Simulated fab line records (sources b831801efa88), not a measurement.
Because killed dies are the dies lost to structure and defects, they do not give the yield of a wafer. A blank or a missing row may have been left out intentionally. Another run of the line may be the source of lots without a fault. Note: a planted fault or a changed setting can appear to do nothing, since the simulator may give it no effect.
A lot that was struck, set against a sound lot :: flow gf180mcu :: 16 out of 602 route steps
Sound: these wafers, L284.1, L284.4, L284.6. Struck: wafers L298.1, L298.5. (L298.6 of the same lot was not struck and is left out.) The cause comes at the end.
Per side, at each step with rows, come the tool, then ch with its chambers, and then its first start. Under that, the readings that differ: sound wafers :: struck wafers :: difference of the means :: sigmas: that difference in standard deviations of wafers without a fault.
alike: same words and numbers on both sides, and readings whose means sit less than 2 such deviations apart. not compared: any withheld reading, any reading some wafer has no value for, any bound like >300 that may hide the same value, and any number with overlapping values for which the record gives no deviation.
Wherever a step has rows on one side only, a row that says differs or no value, or a row with sigmas, the two part there. When numbers do not overlap yet have no deviation, they are printed without sigmas and do not part them. A reading that every wafer of one side lacks parts them only if that side has two wafers or more.

first, 1 step without rows for these wafers: GF_STI_DEVELOP_11 (develop time 60 s).
GF_STI_CD_MEAS_12: target cd 220 nm.
  struck on cd sem-02, day 5 06:08; sound on cd sem-01, day 2 06:41
  alike: cd nm
GF_STI_ETCH_13: etches the open film in CHF3/O2, stops on Si, target depth 282.31 nm, time 112.9 s.
  sound on rie diel-02 ch 0,1, day 2 06:49; struck on rie diel-02 ch 2, day 5 06:16
  alike: chamber pressure mTorr, drypump motor current A, oes product au, throttle valve pct
  not compared: rf hours counter h
GF_STI_ETCH_14: etches Si in HBr/Cl2/O2, target depth 360 nm, time 102.9 s.
  sound on rie si-02 ch 1,3, day 2 06:53; struck on rie si-02 ch 1,3, day 5 06:20
  alike: chamber pressure mTorr, drypump motor current A, oes product au, throttle valve pct
  not compared: rf hours counter h
GF_STI_STRIP_15: strips in O2/N2.
  sound on plasma asher-04 ch 0,1, day 2 06:58; struck on plasma asher-04 ch 1, day 5 06:25
  alike: chamber pressure mTorr, drypump motor current A, heater power w, oes product au, strip time to endpoint s
  not compared: rf hours counter h
then, 6 steps without rows for these wafers: GF_STI_CLEAN_16 (cleans in dHF, time 25 s); GF_STI_WET_ETCH_17 (etches Si3N4 in H3PO4, target depth 45 nm, time 514 s); GF_STI_CLEAN_18 (cleans in SC1/SC2, time 150 s); GF_STI_CLEAN_19 (cleans in dHF, time 20 s); GF_STI_WET_ETCH_20 (etches SiO2 in dHF, target depth 20 nm, time 400 s); GF_STI_OXIDATION_21 (stabilise 600 s, purge 300 s, target thk 15 nm).
GF_STI_THK_MEAS_22:
  struck on film metro-02, day 5 09:02; sound on film metro-04, day 2 08:32
  alike: STI_OXIDATION_01_THK
GF_STI_CVD_23: deposits SiO2, target thk 650 nm, time 108.3 s.
  sound on hdpcvd-01 ch 0,1,2, day 2 08:36; struck on hdpcvd-02 ch 0,2, day 5 09:06
reading: model.SiO2_of_STI_CVD_23.thk nm (nm)
sound: 649.3 653.9 649.2
struck: 694.2 692.5
difference: +42.6
sigmas: 
GF_STI_THK_MEAS_24:
  struck on film metro-01, day 5 09:11; sound on film metro-02, day 2 08:41
reading: STI_CVD_23_THK (nm)
sound: 649 654 649
struck: 695 692
difference: +43
sigmas: +7
GF_STI_CMP_25: polishes, stops on Si3N4, t overpolish 33 s, target thk 524.6 nm.
  sound on cmp-01 ch 1,2,3, day 2 08:47; struck on cmp-02 ch 0,2, day 5 09:20
  alike: motor current A, platen rpm
-- the record jumps here: 28 days lie between the struck wafers' starts before and after (it left off in module STI and takes up again in module PASSIVATION, whose first step shown is number 602 of the route) --
GF_PASSIVATION_PROBE_99:
  record: rows for the struck wafers here (prober-02, day 33 08:16), none for the sound ones

## WHERE THEY PART
Last at GF_PASSIVATION_PROBE_99 as far as this record goes, first at GF_STI_THK_MEAS_24.

WHY: whatever the simulator had introduced
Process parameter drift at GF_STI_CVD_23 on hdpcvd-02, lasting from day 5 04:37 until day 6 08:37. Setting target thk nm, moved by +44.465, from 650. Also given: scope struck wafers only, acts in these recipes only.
